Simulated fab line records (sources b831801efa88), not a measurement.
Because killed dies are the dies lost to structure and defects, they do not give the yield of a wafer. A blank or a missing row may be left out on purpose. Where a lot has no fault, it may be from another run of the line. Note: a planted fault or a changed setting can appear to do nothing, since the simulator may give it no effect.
fab line records -- flow gf180mcu -- part 1 of 2: steps 1 to 32 of 44
record: lots: 5, wafers: 15, last-day: 34
route steps=602 shown VT_IMPLANT@90
lots untouched by any fault: they come from a run of this same line in which no faults occurred
start-h: the number of hours between the record's first day and the start of the first shown wafer of the lot -- wait-h: hours from the lot's prior step to this one -- " the same as in the row above -- L1.1+2: a single row standing in for several wafers -- - no value, or no start given -- * or withheld: withheld -- < > ~ a bound
route shown NAME@n: NAME is a module with steps in the file, n the number in the route of the first one -- usual: average and standard deviation across the fault-free wafers -- same: alike in all rows -- chamber/n: place in a boat -- sites: each site's reading -- _std_site: the standard deviation of these -- _edge_site: outer sites' mean less inner sites' -- radius-mm: for every site, how far away it sits from the centre of the wafer -- mask NAME#n: copy n -- behind: the most recent tool/chamber to have shaped the wafer -- hold: reason for holding the lot/hours on hold/outcome of the hold -- device: whichever transistor did not switch (one of n, p or np) -- end of line: the tests these same wafers got at the end of their route -- where a step has no rows: the recipe by itself -- killed: count of dies lost to structure and defects at first sort (not the wafer's yield) -- map: the dies of a wafer, with x for killed, . for not killed, _ for no die there
set.NAME: the setting that was run; set.NAME@STEP: the one run at that earlier step -- model.NAME: the simulator's own value behind a step, which no gauge read
a table for each step, a row for each wafer; lots at some steps of the route
services: the hour from which a tool's chamber was out of use, counted from the record's first day as start-h (under 0 if before that day), plus the number of hours and why
== steps ==
step: GF_VT_IMPLANT_DEHYDRATE_00
recipe: temp-c: 200, time-s: 60
lot.wafer,tool,chamber,start-h,wait-h
L075.1+2+6,litho-track-04,0,110.09,6.1
L078.1+3+5,litho-track-02,0,128.84,6.7
L079.2+4+5,litho-track-02,0,135.12,7.1
L084.2+3+4,litho-track-02,0,166.66,6.9
L096.1+5+6,litho-track-04,0,235.14,8.5
step: GF_VT_IMPLANT_HMDS_01
recipe: prime-time-s: 60, prime-temp-c: 120
lot.wafer,tool,chamber,start-h,wait-h
L075.1+2+6,litho-track-04,0,110.24,0.1
L078.1+3+5,litho-track-02,0,128.99,0.1
L079.2+4+5,litho-track-02,0,135.27,0.1
L084.2+3+4,litho-track-02,0,166.81,0.1
L096.1+5+6,litho-track-04,0,235.29,0.1
step: GF_VT_IMPLANT_COAT_02
recipe: resist: NOVOLAK, spin-rpm: 3000, resist-thk-nm: 1000
usual: spin-speed-rpm: 2999.6/1.8
lot.wafer,tool,chamber,start-h,wait-h,spin-speed-rpm
L075.1,litho-track-04,0,110.39,0.1,2998.6
L075.2,litho-track-04,0,110.39,0.1,3000.4
L075.6,litho-track-04,0,110.39,0.1,2998.9
L078.1,litho-track-02,0,129.14,0.1,3000.3
L078.3,litho-track-02,0,129.14,0.1,2999.3
L078.5,litho-track-02,0,129.14,0.1,3000.3
L079.2,litho-track-02,0,135.42,0.1,2999.2
L079.4,litho-track-02,0,135.42,0.1,2997.0
L079.5,litho-track-02,0,135.42,0.1,2999.8
L084.2,litho-track-02,0,166.96,0.1,2999.3
L084.3,litho-track-02,0,166.96,0.1,3003.1
L084.4,litho-track-02,0,166.96,0.1,3001.4
L096.1,litho-track-04,0,235.44,0.1,3001.1
L096.5,litho-track-04,0,235.44,0.1,2997.8
L096.6,litho-track-04,0,235.44,0.1,3001.1
step: GF_VT_IMPLANT_SOFTBAKE_03
recipe: temp-c: 90, time-s: 60, resist: NOVOLAK
lot.wafer,tool,chamber,start-h,wait-h
L075.1+2+6,litho-track-04,0,110.54,0.1
L078.1+3+5,litho-track-02,0,129.29,0.1
L079.2+4+5,litho-track-02,0,135.57,0.1
L084.2+3+4,litho-track-02,0,167.11,0.1
L096.1+5+6,litho-track-04,0,235.59,0.1
step: GF_VT_IMPLANT_EXPOSE_04
recipe: mask-id: LVPWELL_LV_AREA, target-cd-nm: 600, na: 0.6, source-shape: conventional, sigma-outer: 0.6, dose-mj: 140
lot.wafer,tool,chamber,start-h,wait-h,mask
L075.1+2+6,iline-stepper-02,0,-,-,LVPWELL_LV_AREA#0
L078.1+3+5,iline-stepper-02,0,-,-,LVPWELL_LV_AREA#0
L079.2+4+5,iline-stepper-01,0,-,-,LVPWELL_LV_AREA#0
L084.2+3+4,iline-stepper-01,0,-,-,LVPWELL_LV_AREA#0
L096.1+5+6,iline-stepper-02,0,-,-,LVPWELL_LV_AREA#0
step: GF_VT_IMPLANT_PEB_05
recipe: temp-c: withheld, time-s: *, resist: NOVOLAK
lot.wafer,tool,chamber,start-h,wait-h
L075.1+2+6,litho-track-02,0,-,-
L078.1+3+5,litho-track-04,0,-,-
L079.2+4+5,litho-track-04,0,-,-
L084.2+3+4,litho-track-04,0,-,-
L096.1+5+6,litho-track-04,0,-,-
step: GF_VT_IMPLANT_DEVELOP_06
recipe: develop-time-s: 60, dev-temp-c: 23
lot.wafer,tool,chamber,start-h,wait-h
L075.1+2+6,litho-track-02,0,117.74,0.1
L078.1+3+5,litho-track-04,0,136.99,0.1
L079.2+4+5,litho-track-04,0,142.92,0.1
L084.2+3+4,litho-track-04,0,174.82,0.1
L096.1+5+6,litho-track-04,0,244.94,0.1
step: GF_VT_IMPLANT_OVL_MEAS_07
usual: VT_IMPLANT_OVL: 0.0/1.5
lot.wafer,tool,chamber,start-h,wait-h,VT_IMPLANT_OVL[nm]
L075.1,overlay-02,-,117.89,0.1,-0.2
L075.2,overlay-02,-,117.89,0.1,-0.1
L075.6,overlay-02,-,117.89,0.1,1.2
L078.1,overlay-01,-,137.14,0.1,-0.3
L078.3,overlay-01,-,137.14,0.1,-2.0
L078.5,overlay-01,-,137.14,0.1,1.4
L079.2,overlay-01,-,143.05,0.1,-2.6
L079.4,overlay-01,-,143.05,0.1,-2.2
L079.5,overlay-01,-,143.05,0.1,-3.0
L084.2,overlay-01,-,174.95,0.1,-1.5
L084.3,overlay-01,-,174.95,0.1,-0.3
L084.4,overlay-01,-,174.95,0.1,0.4
L096.1,overlay-02,-,245.09,0.1,0.3
L096.5,overlay-02,-,245.09,0.1,-0.3
L096.6,overlay-02,-,245.09,0.1,-1.0
step: GF_VT_IMPLANT_IMPLANT_08
recipe: species: BF2, energy-kev: 20, dose-cm2: 8.29e+12, tilt-deg: 7
usual: end-station-pressure-torr: 5.05e-06/2.4e-07
lot.wafer,tool,chamber,start-h,wait-h,end-station-pressure-torr
L075.1,implanter-02,0,117.93,0.0,5.18e-06
L075.2,implanter-02,0,117.93,0.0,5.26e-06
L075.6,implanter-02,0,117.93,0.0,4.81e-06
L078.1,implanter-02,0,137.18,0.0,5.21e-06
L078.3,implanter-02,0,137.18,0.0,5.3e-06
L078.5,implanter-02,0,137.18,0.0,4.81e-06
L079.2,implanter-03,0,143.10,0.0,5.06e-06
L079.4,implanter-03,0,143.10,0.0,5.53e-06
L079.5,implanter-03,0,143.10,0.0,4.7e-06
L084.2,implanter-02,0,175.00,0.0,5.39e-06
L084.3,implanter-02,0,175.00,0.0,5.18e-06
L084.4,implanter-02,0,175.00,0.0,4.8e-06
L096.1,implanter-01,0,245.13,0.0,4.74e-06
L096.5,implanter-01,0,245.13,0.0,5.13e-06
L096.6,implanter-01,0,245.13,0.0,5.22e-06
step: GF_VT_IMPLANT_STRIP_09
recipe: chemistry: O2/N2, power-w: 1400, pressure-mtorr: 1500, platen-temp-c: 250, o2-flow-sccm: 3000, n2-flow-sccm: 300, overash-fraction: 0.5
usual: drypump-motor-current-A: 5.6/0.34, heater-power-w: 332/39, oes-product-au: 0.716/0.0045, strip-time-to-endpoint-s: 12.63/0.035
lot.wafer,tool,chamber,start-h,wait-h,drypump-motor-current-A,heater-power-w,oes-product-au,rf-hours-counter-h,strip-time-to-endpoint-s
L075.1,plasma-asher-01,0,118.08,0.1,5.3,309,0.716,35,12.66
L075.2,plasma-asher-01,1,118.08,0.1,5.7,367,0.714,35,12.68
L075.6,plasma-asher-01,0,118.08,0.1,5.3,318,0.716,-,12.65
L078.1,plasma-asher-01,1,137.33,0.1,5.7,359,0.719,37,12.58
L078.3,plasma-asher-01,0,137.33,0.1,5.3,321,0.719,-,12.61
L078.5,plasma-asher-01,1,137.33,0.1,5.7,364,0.709,-,12.64
L079.2,plasma-asher-01,0,143.23,0.1,5.3,310,0.710,37,12.62
L079.4,plasma-asher-01,1,143.23,0.1,5.6,360,0.716,-,12.60
L079.5,plasma-asher-01,0,143.23,0.1,5.3,325,0.717,-,12.59
L084.2,plasma-asher-03,0,175.13,0.1,5.6,291,0.713,6,12.68
L084.3,plasma-asher-03,1,175.13,0.1,6.2,315,0.719,-,12.66
L084.4,plasma-asher-03,0,175.13,0.1,5.6,291,0.712,-,12.67
L096.1,plasma-asher-01,1,245.28,0.1,5.6,358,0.718,49,12.69
L096.5,plasma-asher-01,0,245.28,0.1,5.3,325,0.719,-,12.63
L096.6,plasma-asher-01,1,245.28,0.1,5.6,361,0.714,-,12.70
step: GF_VT_IMPLANT_TW_MEAS_10
usual: VT_IMPLANT_TW: 567/5.7
lot.wafer,tool,chamber,start-h,wait-h,VT_IMPLANT_TW
L075.1,film-metro-01,-,118.18,0.1,576
L075.2,film-metro-01,-,118.18,0.1,577
L075.6,film-metro-01,-,118.18,0.1,574
L078.1,film-metro-04,-,137.43,0.1,560
L078.3,film-metro-04,-,137.43,0.1,563
L078.5,film-metro-04,-,137.43,0.1,564
L079.2,film-metro-03,-,143.37,0.1,564
L079.4,film-metro-03,-,143.37,0.1,562
L079.5,film-metro-03,-,143.37,0.1,561
L084.2,film-metro-03,-,175.24,0.1,565
L084.3,film-metro-03,-,175.24,0.1,563
L084.4,film-metro-03,-,175.24,0.1,563
L096.1,film-metro-04,-,245.38,0.1,562
L096.5,film-metro-04,-,245.38,0.1,564
L096.6,film-metro-04,-,245.38,0.1,560
step: GF_VT_IMPLANT_DEHYDRATE_11
recipe: temp-c: 200, time-s: 60
lot.wafer,tool,chamber,start-h,wait-h
L075.1+2+6,litho-track-02,0,124.99,6.8
L078.1+3+5,litho-track-04,0,144.04,6.6
L079.2+4+5,litho-track-02,0,150.51,7.1
L084.2+3+4,litho-track-01,0,183.49,8.2
L096.1+5+6,litho-track-04,0,254.19,8.8
step: GF_VT_IMPLANT_HMDS_12
recipe: prime-time-s: 60, prime-temp-c: 120
lot.wafer,tool,chamber,start-h,wait-h
L075.1+2+6,litho-track-02,0,125.14,0.1
L078.1+3+5,litho-track-04,0,144.19,0.1
L079.2+4+5,litho-track-02,0,150.66,0.1
L084.2+3+4,litho-track-01,0,183.64,0.1
L096.1+5+6,litho-track-04,0,254.34,0.1
step: GF_VT_IMPLANT_COAT_13
recipe: resist: NOVOLAK, spin-rpm: 3000, resist-thk-nm: 1000
usual: spin-speed-rpm: 3000.3/1.8
lot.wafer,tool,chamber,start-h,wait-h,spin-speed-rpm
L075.1,litho-track-02,0,125.29,0.1,3004.5
L075.2,litho-track-02,0,125.29,0.1,3002.8
L075.6,litho-track-02,0,125.29,0.1,2999.8
L078.1,litho-track-04,0,144.34,0.1,2999.7
L078.3,litho-track-04,0,144.34,0.1,3004.4
L078.5,litho-track-04,0,144.34,0.1,3004.6
L079.2,litho-track-02,0,150.81,0.1,3001.5
L079.4,litho-track-02,0,150.81,0.1,3003.7
L079.5,litho-track-02,0,150.81,0.1,2999.9
L084.2,litho-track-01,0,183.79,0.1,3000.5
L084.3,litho-track-01,0,183.79,0.1,3002.0
L084.4,litho-track-01,0,183.79,0.1,3000.0
L096.1,litho-track-04,0,254.49,0.1,2998.1
L096.5,litho-track-04,0,254.49,0.1,3001.1
L096.6,litho-track-04,0,254.49,0.1,3001.0
step: GF_VT_IMPLANT_SOFTBAKE_14
recipe: temp-c: 90, time-s: 60, resist: NOVOLAK
lot.wafer,tool,chamber,start-h,wait-h
L075.1+2+6,litho-track-02,0,125.44,0.1
L078.1+3+5,litho-track-04,0,144.49,0.1
L079.2+4+5,litho-track-02,0,150.96,0.1
L084.2+3+4,litho-track-01,0,183.94,0.1
L096.1+5+6,litho-track-04,0,254.64,0.1
step: GF_VT_IMPLANT_EXPOSE_15
recipe: mask-id: Nwell_LV_AREA, target-cd-nm: 860, na: 0.6, source-shape: conventional, sigma-outer: 0.6, dose-mj: 140
lot.wafer,tool,chamber,start-h,wait-h,mask
L075.1+2+6,iline-stepper-01,0,-,-,Nwell_LV_AREA#0
L078.1+3+5,iline-stepper-02,0,-,-,Nwell_LV_AREA#0
L079.2+4+5,iline-stepper-01,0,-,-,Nwell_LV_AREA#0
L084.2+3+4,iline-stepper-02,0,-,-,Nwell_LV_AREA#0
L096.1+5+6,iline-stepper-02,0,-,-,Nwell_LV_AREA#0
step: GF_VT_IMPLANT_PEB_16
recipe: temp-c: withheld, time-s: *, resist: NOVOLAK
lot.wafer,tool,chamber,start-h,wait-h
L075.1+2+6,litho-track-04,0,-,-
L078.1+3+5,litho-track-01,0,-,-
L079.2+4+5,litho-track-04,0,-,-
L084.2+3+4,litho-track-04,0,-,-
L096.1+5+6,litho-track-04,0,-,-
step: GF_VT_IMPLANT_DEVELOP_17
recipe: develop-time-s: 60, dev-temp-c: 23
lot.wafer,tool,chamber,start-h,wait-h
L075.1+2+6,litho-track-04,0,132.84,0.1
L078.1+3+5,litho-track-01,0,152.72,0.1
L079.2+4+5,litho-track-04,0,159.02,0.1
L084.2+3+4,litho-track-04,0,192.12,0.1
L096.1+5+6,litho-track-04,0,263.69,0.1
step: GF_VT_IMPLANT_OVL_MEAS_18
usual: VT_IMPLANT_01_OVL: -0.5/1.2
lot.wafer,tool,chamber,start-h,wait-h,VT_IMPLANT_01_OVL[nm]
L075.1,overlay-01,-,132.99,0.1,0.4
L075.2,overlay-01,-,132.99,0.1,-1.2
L075.6,overlay-01,-,132.99,0.1,-0.3
L078.1,overlay-01,-,152.87,0.1,-1.9
L078.3,overlay-01,-,152.87,0.1,-2.5
L078.5,overlay-01,-,152.87,0.1,-2.8
L079.2,overlay-02,-,159.15,0.1,1.3
L079.4,overlay-02,-,159.15,0.1,0.8
L079.5,overlay-02,-,159.15,0.1,1.7
L084.2,overlay-01,-,192.25,0.1,-0.1
L084.3,overlay-01,-,192.25,0.1,-0.5
L084.4,overlay-01,-,192.25,0.1,-0.6
L096.1,overlay-01,-,263.84,0.1,-4.2
L096.5,overlay-01,-,263.84,0.1,-2.0
L096.6,overlay-01,-,263.84,0.1,-3.1
step: GF_VT_IMPLANT_IMPLANT_19
recipe: species: As, energy-kev: 100, dose-cm2: 4.35e+12, tilt-deg: 7
usual: end-station-pressure-torr: 5.01e-06/2.7e-07
lot.wafer,tool,chamber,start-h,wait-h,end-station-pressure-torr
L075.1,implanter-03,0,133.03,0.0,4.85e-06
L075.2,implanter-03,0,133.03,0.0,4.05e-06
L075.6,implanter-03,0,133.03,0.0,5.39e-06
L078.1,implanter-03,0,152.91,0.0,5.09e-06
L078.3,implanter-03,0,152.91,0.0,4.38e-06
L078.5,implanter-03,0,152.91,0.0,5.42e-06
L079.2,implanter-02,0,159.20,0.0,4.87e-06
L079.4,implanter-02,0,159.20,0.0,4.93e-06
L079.5,implanter-02,0,159.20,0.0,4.45e-06
L084.2,implanter-03,0,192.30,0.0,4.63e-06
L084.3,implanter-03,0,192.30,0.0,5.01e-06
L084.4,implanter-03,0,192.30,0.0,5.4e-06
L096.1,implanter-01,0,263.88,0.0,5.24e-06
L096.5,implanter-01,0,263.88,0.0,5.13e-06
L096.6,implanter-01,0,263.88,0.0,5.06e-06
step: GF_VT_IMPLANT_STRIP_20
recipe: chemistry: O2/N2, power-w: 1400, pressure-mtorr: 1500, platen-temp-c: 250, o2-flow-sccm: 3000, n2-flow-sccm: 300, overash-fraction: 0.5
usual: drypump-motor-current-A: 5.7/0.37, heater-power-w: 336/45, oes-product-au: 0.715/0.0049, strip-time-to-endpoint-s: 12.62/0.034
lot.wafer,tool,chamber,start-h,wait-h,drypump-motor-current-A,heater-power-w,oes-product-au,rf-hours-counter-h,strip-time-to-endpoint-s
L075.1,plasma-asher-04,0,133.18,0.1,6.0,411,0.714,45,12.65
L075.2,plasma-asher-04,1,133.18,0.1,5.1,321,0.721,45,12.62
L075.6,plasma-asher-04,0,133.18,0.1,6.0,424,0.717,-,12.66
L078.1,plasma-asher-03,0,153.06,0.1,5.6,287,0.721,4,12.61
L078.3,plasma-asher-03,1,153.06,0.1,6.2,317,0.721,-,12.66
L078.5,plasma-asher-03,1,153.06,0.1,6.2,304,0.715,-,12.61
L079.2,plasma-asher-03,1,159.33,0.1,6.2,301,0.720,4,12.60
L079.4,plasma-asher-03,1,159.33,0.1,6.2,312,0.718,-,12.63
L079.5,plasma-asher-03,0,159.33,0.1,5.6,289,0.719,-,12.62
L084.2,plasma-asher-01,0,192.43,0.1,5.3,319,0.713,43,12.67
L084.3,plasma-asher-01,0,192.43,0.1,5.3,311,0.716,-,12.62
L084.4,plasma-asher-01,1,192.43,0.1,5.7,361,0.710,-,12.64
L096.1,plasma-asher-03,1,264.03,0.1,6.2,307,0.721,19,12.57
L096.5,plasma-asher-03,0,264.03,0.1,5.7,287,0.706,-,12.61
L096.6,plasma-asher-03,1,264.03,0.1,6.2,312,0.720,-,12.56
step: GF_VT_IMPLANT_TW_MEAS_21
usual: VT_IMPLANT_2_TW: 1220/12
lot.wafer,tool,chamber,start-h,wait-h,VT_IMPLANT_2_TW
L075.1,film-metro-03,-,133.28,0.1,1211
L075.2,film-metro-03,-,133.28,0.1,1211
L075.6,film-metro-03,-,133.28,0.1,1214
L078.1,film-metro-01,-,153.16,0.1,1230
L078.3,film-metro-01,-,153.16,0.1,1233
L078.5,film-metro-01,-,153.16,0.1,1232
L079.2,film-metro-03,-,159.44,0.1,1223
L079.4,film-metro-03,-,159.44,0.1,1216
L079.5,film-metro-03,-,159.44,0.1,1222
L084.2,film-metro-03,-,192.54,0.1,1225
L084.3,film-metro-03,-,192.54,0.1,1218
L084.4,film-metro-03,-,192.54,0.1,1222
L096.1,film-metro-01,-,264.13,0.1,1236
L096.5,film-metro-01,-,264.13,0.1,1240
L096.6,film-metro-01,-,264.13,0.1,1250
step: GF_VT_IMPLANT_DEHYDRATE_22
recipe: temp-c: 200, time-s: 60
lot.wafer,tool,chamber,start-h,wait-h
L075.1+2+6,litho-track-02,0,140.39,7.1
L078.1+3+5,litho-track-01,0,160.22,7.1
L079.2+4+5,litho-track-04,0,166.22,6.8
L084.2+3+4,litho-track-02,0,200.11,7.6
L096.1+5+6,litho-track-04,0,272.84,8.7
step: GF_VT_IMPLANT_HMDS_23
recipe: prime-time-s: 60, prime-temp-c: 120
lot.wafer,tool,chamber,start-h,wait-h
L075.1+2+6,litho-track-02,0,140.54,0.1
L078.1+3+5,litho-track-01,0,160.37,0.1
L079.2+4+5,litho-track-04,0,166.37,0.1
L084.2+3+4,litho-track-02,0,200.26,0.1
L096.1+5+6,litho-track-04,0,272.99,0.1
step: GF_VT_IMPLANT_COAT_24
recipe: resist: NOVOLAK, spin-rpm: 3000, resist-thk-nm: 1000
usual: spin-speed-rpm: 3000.1/2
lot.wafer,tool,chamber,start-h,wait-h,spin-speed-rpm
L075.1,litho-track-02,0,140.69,0.1,3003.9
L075.2,litho-track-02,0,140.69,0.1,3003.2
L075.6,litho-track-02,0,140.69,0.1,3002.7
L078.1,litho-track-01,0,160.52,0.1,3002.9
L078.3,litho-track-01,0,160.52,0.1,3001.1
L078.5,litho-track-01,0,160.52,0.1,3001.6
L079.2,litho-track-04,0,166.52,0.1,2997.3
L079.4,litho-track-04,0,166.52,0.1,2997.6
L079.5,litho-track-04,0,166.52,0.1,3001.0
L084.2,litho-track-02,0,200.41,0.1,2995.8
L084.3,litho-track-02,0,200.41,0.1,2998.8
L084.4,litho-track-02,0,200.41,0.1,2998.8
L096.1,litho-track-04,0,273.14,0.1,3002.7
L096.5,litho-track-04,0,273.14,0.1,2999.9
L096.6,litho-track-04,0,273.14,0.1,3000.1
step: GF_VT_IMPLANT_SOFTBAKE_25
recipe: temp-c: 90, time-s: 60, resist: NOVOLAK
lot.wafer,tool,chamber,start-h,wait-h
L075.1+2+6,litho-track-02,0,140.84,0.1
L078.1+3+5,litho-track-01,0,160.67,0.1
L079.2+4+5,litho-track-04,0,166.67,0.1
L084.2+3+4,litho-track-02,0,200.56,0.1
L096.1+5+6,litho-track-04,0,273.29,0.1
step: GF_VT_IMPLANT_EXPOSE_26
recipe: mask-id: LVPWELL_HV_AREA, target-cd-nm: 860, na: 0.6, source-shape: conventional, sigma-outer: 0.6, dose-mj: 140
lot.wafer,tool,chamber,start-h,wait-h,mask
L075.1+2+6,iline-stepper-01,0,-,-,LVPWELL_HV_AREA#0
L078.1+3+5,iline-stepper-01,0,-,-,LVPWELL_HV_AREA#0
L079.2+4+5,iline-stepper-02,0,-,-,LVPWELL_HV_AREA#0
L084.2+3+4,iline-stepper-02,0,-,-,LVPWELL_HV_AREA#0
L096.1+5+6,iline-stepper-01,0,-,-,LVPWELL_HV_AREA#0
step: GF_VT_IMPLANT_PEB_27
recipe: temp-c: withheld, time-s: *, resist: NOVOLAK
lot.wafer,tool,chamber,start-h,wait-h
L075.1+2+6,litho-track-01,0,-,-
L078.1+3+5,litho-track-02,0,-,-
L079.2+4+5,litho-track-04,0,-,-
L084.2+3+4,litho-track-01,0,-,-
L096.1+5+6,litho-track-02,0,-,-
step: GF_VT_IMPLANT_DEVELOP_28
recipe: develop-time-s: 60, dev-temp-c: 23
lot.wafer,tool,chamber,start-h,wait-h
L075.1+2+6,litho-track-01,0,148.22,0.1
L078.1+3+5,litho-track-02,0,168.64,0.1
L079.2+4+5,litho-track-04,0,174.52,0.1
L084.2+3+4,litho-track-01,0,208.84,0.1
L096.1+5+6,litho-track-02,0,282.94,0.1
step: GF_VT_IMPLANT_OVL_MEAS_29
usual: VT_IMPLANT_02_OVL: 0.9/1.4
lot.wafer,tool,chamber,start-h,wait-h,VT_IMPLANT_02_OVL[nm]
L075.1,overlay-02,-,148.37,0.1,1.2
L075.2,overlay-02,-,148.37,0.1,1.2
L075.6,overlay-02,-,148.37,0.1,1.4
L078.1,overlay-02,-,168.79,0.1,2.4
L078.3,overlay-02,-,168.79,0.1,0.5
L078.5,overlay-02,-,168.79,0.1,-0.5
L079.2,overlay-02,-,174.65,0.1,3.2
L079.4,overlay-02,-,174.65,0.1,3.6
L079.5,overlay-02,-,174.65,0.1,2.8
L084.2,overlay-02,-,208.98,0.1,-1.7
L084.3,overlay-02,-,208.98,0.1,-1.7
L084.4,overlay-02,-,208.98,0.1,-1.7
L096.1,overlay-01,-,283.09,0.1,0.0
L096.5,overlay-01,-,283.09,0.1,0.7
L096.6,overlay-01,-,283.09,0.1,-0.1
step: GF_VT_IMPLANT_IMPLANT_30
recipe: species: B, energy-kev: 25, dose-cm2: 2.534e+12, tilt-deg: 7
usual: end-station-pressure-torr: 5.04e-06/2.7e-07
lot.wafer,tool,chamber,start-h,wait-h,end-station-pressure-torr
L075.1,implanter-02,0,148.41,0.0,4.92e-06
L075.2,implanter-02,0,148.41,0.0,5.08e-06
L075.6,implanter-02,0,148.41,0.0,4.83e-06
L078.1,implanter-03,0,168.83,0.0,5.15e-06
L078.3,implanter-03,0,168.83,0.0,4.8e-06
L078.5,implanter-03,0,168.83,0.0,4.73e-06
L079.2,implanter-03,0,174.70,0.0,5.46e-06
L079.4,implanter-03,0,174.70,0.0,4.87e-06
L079.5,implanter-03,0,174.70,0.0,5.37e-06
L084.2,implanter-02,0,209.03,0.0,5.44e-06
L084.3,implanter-02,0,209.03,0.0,4.44e-06
L084.4,implanter-02,0,209.03,0.0,4.94e-06
L096.1,implanter-03,0,283.12,0.0,5.12e-06
L096.5,implanter-03,0,283.12,0.0,5.05e-06
L096.6,implanter-03,0,283.12,0.0,5.17e-06
step: GF_VT_IMPLANT_STRIP_31
recipe: chemistry: O2/N2, power-w: 1400, pressure-mtorr: 1500, platen-temp-c: 250, o2-flow-sccm: 3000, n2-flow-sccm: 300, overash-fraction: 0.5
usual: drypump-motor-current-A: 5.6/0.35, heater-power-w: 339/43, oes-product-au: 0.716/0.0043, strip-time-to-endpoint-s: 12.62/0.031
lot.wafer,tool,chamber,start-h,wait-h,drypump-motor-current-A,heater-power-w,oes-product-au,rf-hours-counter-h,strip-time-to-endpoint-s
L075.1,plasma-asher-04,0,148.56,0.1,6.0,421,0.708,47,12.62
L075.2,plasma-asher-04,1,148.56,0.1,5.1,332,0.713,47,12.59
L075.6,plasma-asher-04,0,148.56,0.1,6.0,422,0.717,-,12.62
L078.1,plasma-asher-01,1,168.98,0.1,5.7,357,0.717,40,12.66
L078.3,plasma-asher-01,1,168.98,0.1,5.7,370,0.712,-,12.67
L078.5,plasma-asher-01,1,168.98,0.1,5.7,357,0.711,-,12.63
L079.2,plasma-asher-01,0,174.83,0.1,5.3,310,0.712,41,12.64
L079.4,plasma-asher-01,1,174.83,0.1,5.6,358,0.714,-,12.66
L079.5,plasma-asher-01,1,174.83,0.1,5.7,362,0.721,-,12.64
L084.2,plasma-asher-04,1,209.16,0.1,5.1,323,0.715,53,12.64
L084.3,plasma-asher-04,0,209.16,0.1,6.0,425,0.719,-,12.67
L084.4,plasma-asher-04,1,209.16,0.1,5.2,331,0.719,-,12.65
L096.1,plasma-asher-03,1,283.27,0.1,6.2,302,0.716,22,12.65
L096.5,plasma-asher-03,1,283.27,0.1,6.2,306,0.722,-,12.68
L096.6,plasma-asher-03,0,283.27,0.1,5.6,282,0.715,-,12.69
